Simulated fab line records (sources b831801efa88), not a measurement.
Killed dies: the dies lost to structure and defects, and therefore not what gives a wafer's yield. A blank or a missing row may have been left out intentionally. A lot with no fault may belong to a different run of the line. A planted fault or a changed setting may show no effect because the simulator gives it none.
Split-lot trial    flow gf180mcu    5 lots, 23 wafers read, on a route of 602 steps

== ON THE SPLIT ==
At GF_STI_CVD_23 (deposits SiO2, target thk 650 nm, time 108.3 s), the setting sih4_flow_sccm was moved away from the recipe's 60 sccm on 6 of the 23 wafers read, by +5.6% to +11.1%. This setting was run at the recipe's value on the other wafers.

Between the split and the reading, the file records no step.

== THE READING ==
At GF_STI_THK_MEAS_24: STI_CVD_23_THK, given in nm. A value of 649 nm with a standard deviation of 4.6 nm is what fault-free wafers of this fab line usually give.

wafer   tool, chamber at the split  sih4_flow_sccm as run, sccm  against the recipe  STI_CVD_23_THK, nm  against lot-mates on the recipe
L075.2  hdpcvd-02, 0                60                           recipe              648                 -
L075.3  hdpcvd-02, 2                60                           recipe              649                 -
L075.4  hdpcvd-02, 1                60                           recipe              652                 -
L077.1  hdpcvd-02, 1                63.35                        +5.6%               679                 +36
L077.2  hdpcvd-02, 0                60                           recipe              641                 -
L077.3  hdpcvd-02, 2                63.35                        +5.6%               689                 +46
L077.4  hdpcvd-02, 1                60                           recipe              644                 -
L077.6  hdpcvd-02, 2                63.35                        +5.6%               680                 +38
L080.2  hdpcvd-01, 1                60                           recipe              649                 -
L080.3  hdpcvd-01, 0                60                           recipe              652                 -
L080.4  hdpcvd-01, 1                60                           recipe              644                 -
L080.5  hdpcvd-01, 2                60                           recipe              652                 -
L080.6  hdpcvd-01, 0                60                           recipe              656                 -
L081.1  hdpcvd-01, 2                60                           recipe              653                 -
L081.2  hdpcvd-01, 1                60                           recipe              648                 -
L081.3  hdpcvd-01, 0                60                           recipe              653                 -
L081.5  hdpcvd-01, 2                60                           recipe              654                 -
L081.6  hdpcvd-01, 0                60                           recipe              656                 -
L082.2  hdpcvd-01, 1                66.64                        +11.1%              717                 +62
L082.3  hdpcvd-01, 0                66.64                        +11.1%              718                 +64
L082.4  hdpcvd-01, 1                66.64                        +11.1%              721                 +66
L082.5  hdpcvd-01, 2                60                           recipe              654                 -
L082.6  hdpcvd-01, 0                60                           recipe              655                 -

FIT RESULTS
A straight line over all 23 wafers: STI_CVD_23_THK changes by +6.09 nm for each +1% of sih4_flow_sccm; r = +0.99; the points scatter about the line by 4.3 nm.
The same after taking each lot's own level away (the mean of its wafers on the recipe; 23 wafers): +6.02 nm for each +1%; r = +0.99; scatter 4 nm.
On that fit, the largest move of sih4_flow_sccm shifts the reading by 67 nm.
Measured against the standard deviation above, the lots' own levels, which go from 642.5 to 654.5 nm, span 2.6 times it.
So the lot-to-lot level changes the slope little: the two slopes agree.
Check: +68.9 nm against its lot-mates is what the line predicts for one of the wafers moved furthest among these (+11.1%) when that wafer is left out of the fit. Against them it came out at +62.5 nm.

== THE OTHER SPLITS THESE WAFERS WENT THROUGH ==
Other splits were also applied to these wafers ahead of the reading. Each is held against what the fit with the lots' levels taken away leaves over:
other split on the same wafers  wafers away from the commonest value  r with STI_CVD_23_THK (lot level and that fit taken away)
GF_STI_OXIDATION_01 temp_c      18                                    -0.06
GF_STI_COAT_07 resist_thk_nm    8                                     +0.60
GF_STI_ETCH_13 bias_w           6                                     +0.33

== THE WHOLE CHAIN: every reading that the file lists as answering this split, in the file's order ==
step                what it does                                    reading                                                                     change (the file's fit)               r (the file's)
GF_STI_CVD_23       deposits SiO2, target thk 650 nm, time 108.3 s  SiO2_of_STI_CVD_23.thk_nm (the simulator's own value, which no gauge read)  +6.11 nm for each +1% of the setting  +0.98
GF_STI_THK_MEAS_24                                                  STI_CVD_23_THK                                                              +6.08 for each +1% of the setting     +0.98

== FILE'S OWN FIT ==
STI_CVD_23_THK changes by +6.08 nm for each +1% of sih4_flow_sccm, r = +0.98.
